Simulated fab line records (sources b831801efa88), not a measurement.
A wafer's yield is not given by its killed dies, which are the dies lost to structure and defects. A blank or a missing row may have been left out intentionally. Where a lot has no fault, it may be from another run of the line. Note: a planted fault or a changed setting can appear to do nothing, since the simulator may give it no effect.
Which tool is to blame? / flow sky130 / 9 lots with 27 wafers sampled at 5 steps, on a route of 708 steps

== WHAT THE GAUGES SHOWED, per wafer ==
SKY_VIA4_BOW_MEAS_03. Usual: for VIA4_BOW the level is 77 um and the standard deviation is 8.4.
lot=L110; measured=day 42 03:36; on=film-metro-02; VIA4_BOW (um)=79 62 67; flag=
lot=L112; measured=day 42 07:38; on=film-metro-01; VIA4_BOW (um)=80 72 73; flag=
lot=L116; measured=day 43 11:22; on=film-metro-02; VIA4_BOW (um)=77 80 75; flag=
lot=L117; measured=day 44 00:39; on=film-metro-02; VIA4_BOW (um)=62 76 69; flag=
lot=L127; measured=day 46 22:26; on=film-metro-03; VIA4_BOW (um)=80 92 84; flag=
lot=L128; measured=day 46 23:46; on=film-metro-03; VIA4_BOW (um)=82 97 97; flag=
lot=L130; measured=day 47 06:22; on=film-metro-01; VIA4_BOW (um)=82 85 57; flag=
lot=L131; measured=day 47 08:23; on=film-metro-02; VIA4_BOW (um)=73 76 65; flag=
lot=L132; measured=day 47 19:59; on=film-metro-03; VIA4_BOW (um)=77 68 80; flag=

SKY_VIA4_RS_MEAS_19: uses a four-point probe to measure. Usual: for VIA4_W_RS the level is 0.2269 ohm/sq and the standard deviation is 0.0027.
lot=L110; measured=day 43 03:03; on=film-metro-03; VIA4_W_RS (ohm/sq)=0.2252 0.2231 0.2244; flag=
lot=L112; measured=day 43 07:46; on=film-metro-03; VIA4_W_RS (ohm/sq)=0.2257 0.2256 0.2242; flag=
lot=L116; measured=day 44 10:45; on=film-metro-03; VIA4_W_RS (ohm/sq)=0.2246 0.2950 0.2266 0.2247 0.2949 0.2265; flag=OFF
lot=L117; measured=day 45 00:12; on=film-metro-02; VIA4_W_RS (ohm/sq)=0.2234 0.2903 0.2934 0.2236 0.2901 0.2940; flag=OFF
lot=L127; measured=day 47 18:50; on=film-metro-01; VIA4_W_RS (ohm/sq)=0.2269 0.2271 0.2264; flag=
lot=L128; measured=day 47 20:12; on=film-metro-03; VIA4_W_RS (ohm/sq)=0.2296 0.2265 0.2262; flag=
lot=L130; measured=day 48 02:23; on=film-metro-02; VIA4_W_RS (ohm/sq)=0.2262 0.2284 0.2291; flag=
lot=L131; measured=day 48 04:52; on=film-metro-02; VIA4_W_RS (ohm/sq)=0.2210 0.2215 0.2279; flag=
lot=L132; measured=day 48 15:09; on=film-metro-03; VIA4_W_RS (ohm/sq)=0.2285 0.2263 0.2226; flag=

SKY_VIA4_THK_MEAS_20: measures by xrf. Usual: for VIA4_W_THK the level is 506 nm and the standard deviation is 7.4.
lot=L110; measured=day 43 03:10; on=film-metro-03; VIA4_W_THK (nm)=512 522 516; flag=
lot=L112; measured=day 43 07:53; on=film-metro-03; VIA4_W_THK (nm)=508 512 516; flag=
lot=L116; measured=day 44 16:55; on=film-metro-03; VIA4_W_THK (nm)=515 391 511 516 390 511; flag=OFF
lot=L117; measured=day 45 13:14; on=film-metro-02; VIA4_W_THK (nm)=521 400 395 521 402 396; flag=OFF
lot=L127; measured=day 47 18:58; on=film-metro-01; VIA4_W_THK (nm)=505 509 509; flag=
lot=L128; measured=day 47 20:19; on=film-metro-03; VIA4_W_THK (nm)=496 500 504; flag=
lot=L130; measured=day 48 02:28; on=film-metro-02; VIA4_W_THK (nm)=513 506 506; flag=
lot=L131; measured=day 48 04:59; on=film-metro-02; VIA4_W_THK (nm)=519 522 505; flag=
lot=L132; measured=day 48 15:16; on=film-metro-03; VIA4_W_THK (nm)=502 505 512; flag=

== EACH LOT AND THE TOOL THAT RAN IT (in order: tool; ch and the chambers of the sampled wafers; start) ==
lot=L110; SKY_CAP2M_METAL_ETCH_13=rie-metal-03 ch 0,1, day 41 01:05; SKY_VIA4_CVD_18=cvd-w-01 ch 0,1, day 43 02:54
lot=L112; SKY_CAP2M_METAL_ETCH_13=rie-metal-02 ch 0,1, day 41 05:20; SKY_VIA4_CVD_18=cvd-w-01 ch 0,1, day 43 07:37
lot=L116; SKY_CAP2M_METAL_ETCH_13=rie-metal-03 ch 0,1, day 42 09:35; SKY_VIA4_CVD_18=cvd-w-01 ch 0,1, day 44 10:35
lot=L117; SKY_CAP2M_METAL_ETCH_13=rie-metal-03 ch 0,1, day 43 00:01; SKY_VIA4_CVD_18=cvd-w-01 ch 0,1, day 45 00:02
lot=L127; SKY_CAP2M_METAL_ETCH_13=rie-metal-04 ch 0,1, day 45 23:34; SKY_VIA4_CVD_18=cvd-w-02 ch 0,1, day 47 18:41
lot=L128; SKY_CAP2M_METAL_ETCH_13=rie-metal-04 ch 0,1, day 46 00:49; SKY_VIA4_CVD_18=cvd-w-01 ch 0,1, day 47 20:03
lot=L130; SKY_CAP2M_METAL_ETCH_13=rie-metal-02 ch 0,1, day 46 07:55; SKY_VIA4_CVD_18=cvd-w-01 ch 0,1, day 48 02:13
lot=L131; SKY_CAP2M_METAL_ETCH_13=rie-metal-03 ch 1, day 46 10:41; SKY_VIA4_CVD_18=cvd-w-01 ch 0,1, day 48 04:42
lot=L132; SKY_CAP2M_METAL_ETCH_13=rie-metal-04 ch 0, day 46 21:50; SKY_VIA4_CVD_18=cvd-w-01 ch 0,1, day 48 15:00
- SKY_CAP2M_METAL_ETCH_13: etches TiN in Cl2/BCl3, stops on SiO2, target depth 220 nm, time 62.9 s.
- SKY_VIA4_CVD_18: deposits W, target thk 505 nm, time 152.14 s.

== WHAT THE TOOLS THEMSELVES READ (means of the sampled wafers that have a number; where no wafer has one, the mark that the record gives instead) ==
SKY_CAP2M_METAL_ETCH_13. Usual: drypump-motor-current-A 5.7 A, standard deviation 0.47; oes-product-au 0.939 a.u., standard deviation 0.0077; throttle-valve-pct 21.901 %, standard deviation 0.0093.
lot=L110; tool=rie-metal-03; drypump-motor-current-A (A)=5.6; oes-product-au (a.u.)=0.944; throttle-valve-pct (%)=21.905; flag=
lot=L112; tool=rie-metal-02; drypump-motor-current-A (A)=5.9; oes-product-au (a.u.)=0.928; throttle-valve-pct (%)=21.900; flag=
lot=L116; tool=rie-metal-03; drypump-motor-current-A (A)=5.2; oes-product-au (a.u.)=0.941; throttle-valve-pct (%)=21.903; flag=
lot=L117; tool=rie-metal-03; drypump-motor-current-A (A)=5.5; oes-product-au (a.u.)=0.947; throttle-valve-pct (%)=21.884; flag=
lot=L127; tool=rie-metal-04; drypump-motor-current-A (A)=5.9; oes-product-au (a.u.)=0.946; throttle-valve-pct (%)=21.897; flag=
lot=L128; tool=rie-metal-04; drypump-motor-current-A (A)=5.7; oes-product-au (a.u.)=0.942; throttle-valve-pct (%)=21.904; flag=
lot=L130; tool=rie-metal-02; drypump-motor-current-A (A)=6.0; oes-product-au (a.u.)=0.940; throttle-valve-pct (%)=21.902; flag=
lot=L131; tool=rie-metal-03; drypump-motor-current-A (A)=5.9; oes-product-au (a.u.)=0.936; throttle-valve-pct (%)=21.908; flag=
lot=L132; tool=rie-metal-04; drypump-motor-current-A (A)=6.0; oes-product-au (a.u.)=0.935; throttle-valve-pct (%)=21.905; flag=

SKY_VIA4_CVD_18. Usual: heater-power-w 833 W, standard deviation 33; susceptor-temp-C 400.00 C, standard deviation 0.22.
lot=L110; tool=cvd-w-01; heater-power-w (W)=844; susceptor-temp-C (C)=400.24; flag=
lot=L112; tool=cvd-w-01; heater-power-w (W)=863; susceptor-temp-C (C)=399.92; flag=
lot=L116; tool=cvd-w-01; heater-power-w (W)=828; susceptor-temp-C (C)=394.89; flag=OFF
lot=L117; tool=cvd-w-01; heater-power-w (W)=795; susceptor-temp-C (C)=390.22; flag=OFF
lot=L127; tool=cvd-w-02; heater-power-w (W)=809; susceptor-temp-C (C)=399.76; flag=
lot=L128; tool=cvd-w-01; heater-power-w (W)=851; susceptor-temp-C (C)=400.02; flag=
lot=L130; tool=cvd-w-01; heater-power-w (W)=847; susceptor-temp-C (C)=399.86; flag=
lot=L131; tool=cvd-w-01; heater-power-w (W)=864; susceptor-temp-C (C)=399.76; flag=
lot=L132; tool=cvd-w-01; heater-power-w (W)=854; susceptor-temp-C (C)=399.99; flag=

== THE ANSWER, worked out from the rows above alone ==
Rule: a lot counts as off when the mean over its wafers that have a number is more than 3 standard deviations away from the usual mean. A lot without any number at a reading at which 4 lots or more have one is off too. All remaining lots with rows at the step are treated as sound. Order of review: gauges by route order, followed by the tools' own readings, for which a lot's mean as printed above is used. The first step at which some lot is off is used, and at that step the reading that is off furthest; a lot without a number counts as furthest.
Off: L116, L117, seen at SKY_VIA4_RS_MEAS_19 (VIA4_W_RS).
If a tool, at a process step before that reading, ran all the lots that are off and no sound lot after the first of them, it fits. Not tried: the gauges at SKY_VIA4_RS_MEAS_19; whatever is off there is also off at SKY_VIA4_CVD_18, on other tools, and gauge error can't account for it. Not one of the candidates tried fits.

== WHAT HAD BEEN PUT IN BY THE SIMULATOR ==
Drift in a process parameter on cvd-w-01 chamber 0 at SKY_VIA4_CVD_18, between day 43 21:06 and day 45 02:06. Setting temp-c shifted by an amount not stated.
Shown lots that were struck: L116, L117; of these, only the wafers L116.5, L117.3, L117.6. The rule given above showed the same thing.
